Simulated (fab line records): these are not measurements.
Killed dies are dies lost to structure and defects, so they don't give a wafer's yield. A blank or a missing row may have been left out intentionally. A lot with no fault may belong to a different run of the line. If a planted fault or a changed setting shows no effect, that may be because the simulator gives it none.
Which tool is to blame? + flow sfqLine + 9 lots, 27 wafers sampled, at 4 steps of a route of 325

== WHAT EACH GAUGE READ, for each wafer ==
SFQ_JJ_RS_MEAS_929: the measuring method here is four-point-probe. Usual: JJ_NB_RS 1.045 ohm/sq, standard deviation 0.0096.
| lot  | measured     | on           | JJ_NB_RS (ohm/sq) | flag |
|------|--------------|--------------|-------------------|------|
| L873 | day 45 19:06 | filmMetro-03 | 1.051 1.062 1.058 |      |
| L874 | day 46 16:43 | filmMetro-01 | 1.058 1.051 1.060 |      |
| L875 | day 46 17:55 | filmMetro-02 | 1.039 1.036 1.042 |      |
| L876 | day 46 20:19 | filmMetro-02 | 1.048 1.046 1.057 |      |
| L877 | day 48 21:30 | filmMetro-02 | 1.034 1.037 1.042 |      |
| L878 | day 49 11:31 | filmMetro-02 | 1.035 1.046 1.045 |      |
| L879 | day 49 23:28 | filmMetro-03 | 1.035 1.026 1.031 |      |
| L880 | day 50 10:16 | filmMetro-03 | 1.051 1.048 1.055 |      |
| L881 | day 51 23:39 | filmMetro-01 | 1.037 1.038 1.046 |      |

SFQ_M8_THK_MEAS_950: measures by xrf. Usual: M8_AU_THK 186.4 nm, standard deviation 1.6.
| lot  | measured     | on           | M8_AU_THK (nm)    | flag |
|------|--------------|--------------|-------------------|------|
| L873 | day 79 04:02 | filmMetro-04 | 186.0 185.6 187.6 |      |
| L874 | day 79 07:44 | filmMetro-02 | 183.7 184.7 184.7 |      |
| L875 | day 79 13:39 | filmMetro-04 | 184.5 185.3 187.2 |      |
| L876 | day 79 22:03 | filmMetro-04 | 188.4 186.4 186.6 |      |
| L877 | day 81 18:26 | filmMetro-01 | 185.3 184.6 185.0 |      |
| L878 | day 82 01:26 | filmMetro-01 | 187.9 187.8 185.7 |      |
| L879 | day 82 03:49 | filmMetro-01 | 186.6 186.5 187.9 |      |
| L880 | day 82 09:49 | filmMetro-02 | 185.8 184.7 186.1 |      |
| L881 | day 83 21:43 | filmMetro-01 | 186.8 184.7 185.1 |      |

== WHAT TOOL EACH LOT RAN ON (gives the tool, then ch and the chambers of the sampled wafers, and finally the start) ==
| lot  | SFQ_TRILAYER_M3_BARC_OPEN_METAL_ETCH_100 | SFQ_TRILAYER_A5B_DEP_PECVD_129  |
|------|------------------------------------------|---------------------------------|
| L873 | rieMetal-01 ch 0,1, day 27 13:21         | pecvd-04 ch 0,1, day 46 03:33   |
| L874 | rieMetal-04 ch 0,1, day 27 18:10         | pecvd-03 ch 0,1, day 47 01:09   |
| L875 | rieMetal-01 ch 0,1, day 32 14:41         | pecvd-04 ch 0,2, day 47 02:21   |
| L876 | rieMetal-01 ch 0,1, day 32 19:37         | pecvd-01 ch 0,1, day 47 04:44   |
| L877 | rieMetal-02 ch 0,1, day 35 23:29         | pecvd-03 ch 0,1,2, day 59 15:49 |
| L878 | rieMetal-04 ch 0,1, day 36 10:33         | pecvd-04 ch 0,1,2, day 60 00:27 |
| L879 | rieMetal-01 ch 0,1, day 36 22:24         | pecvd-04 ch 0,2, day 60 11:01   |
| L880 | rieMetal-02 ch 0,1, day 37 08:00         | pecvd-01 ch 0,1,2, day 61 02:31 |
| L881 | rieMetal-01 ch 0,1, day 38 23:56         | pecvd-01 ch 0,1, day 62 13:19   |
- SFQ_TRILAYER_M3_BARC_OPEN_METAL_ETCH_100: etches BARC in O2, target depth 125 nm, time 41.7 s.
- SFQ_TRILAYER_A5B_DEP_PECVD_129: deposits SiO2 from SiH4/N2O, time 133.33 s, target thk 600 nm.

== AS READ BY THE TOOLS THEMSELVES (means over the sampled wafers that have a number; for cases with no such wafer, the mark the record gives instead) ==
SFQ_TRILAYER_M3_BARC_OPEN_METAL_ETCH_100. Usual: drypumpMotorCurrentA 5.6 A, standard deviation 0.51; oesProductAu 0.685 a.u., standard deviation 0.0046; runLengthS 69.7 s, standard deviation 0.45.
| lot  | tool        | drypumpMotorCurrentA (A) | oesProductAu (a.u.) | runLengthS (s) | flag |
|------|-------------|--------------------------|---------------------|----------------|------|
| L873 | rieMetal-01 | 5.9                      | 0.679               | 69.3           |      |
| L874 | rieMetal-04 | 5.1                      | 0.685               | 69.7           |      |
| L875 | rieMetal-01 | 5.9                      | 0.686               | 69.6           |      |
| L876 | rieMetal-01 | 5.9                      | 0.686               | 69.4           |      |
| L877 | rieMetal-02 | 5.8                      | 0.684               | 69.6           |      |
| L878 | rieMetal-04 | 5.5                      | 0.818               | 60.1           | OFF  |
| L879 | rieMetal-01 | 5.9                      | 0.822               | 59.8           | OFF  |
| L880 | rieMetal-02 | 5.5                      | 0.817               | 60.3           | OFF  |
| L881 | rieMetal-01 | 5.9                      | 0.820               | 60.2           | OFF  |

SFQ_TRILAYER_A5B_DEP_PECVD_129. Usual: heaterPowerW 81 W, standard deviation 11; susceptorTempC 150.01 C, standard deviation 0.13; throttleValvePct 24.9 %, standard deviation 1.6.
| lot  | tool     | heaterPowerW (W) | susceptorTempC (C) | throttleValvePct (%) | flag |
|------|----------|------------------|--------------------|----------------------|------|
| L873 | pecvd-04 | 68               | 149.99             | 25.6                 |      |
| L874 | pecvd-03 | 81               | 149.82             | 25.1                 |      |
| L875 | pecvd-04 | 73               | 150.01             | 25.0                 |      |
| L876 | pecvd-01 | 79               | 150.06             | 23.5                 |      |
| L877 | pecvd-03 | 81               | 150.00             | 23.3                 |      |
| L878 | pecvd-04 | 68               | 150.02             | 26.1                 |      |
| L879 | pecvd-04 | 71               | 150.18             | 26.4                 |      |
| L880 | pecvd-01 | 85               | 149.98             | 24.8                 |      |
| L881 | pecvd-01 | 80               | 150.21             | 23.9                 |      |

== THE ANSWER, worked out from the rows above alone ==
Rule: a lot counts as off when the mean over its wafers that have a number is more than 3 standard deviations away from the usual mean. Also off: a lot with no number at a reading for which 4 or more lots have one. All remaining lots with rows at the step are treated as sound. Order of review: gauges by route order, followed by the tools' own readings, for which a lot's mean as printed above is used. The first step at which some lot is off is used, and at that step the reading that is off furthest; a lot without a number counts as furthest.
Off at SFQ_TRILAYER_M3_BARC_OPEN_METAL_ETCH_100 (oesProductAu): L878, L879, L880, L881.
A tool fits if, at that step or a process step before it, it ran every lot that is off, and no sound lot after the first of them. Not one of the candidates tried fits.

== WHAT WAS PUT IN BY THE SIMULATOR ==
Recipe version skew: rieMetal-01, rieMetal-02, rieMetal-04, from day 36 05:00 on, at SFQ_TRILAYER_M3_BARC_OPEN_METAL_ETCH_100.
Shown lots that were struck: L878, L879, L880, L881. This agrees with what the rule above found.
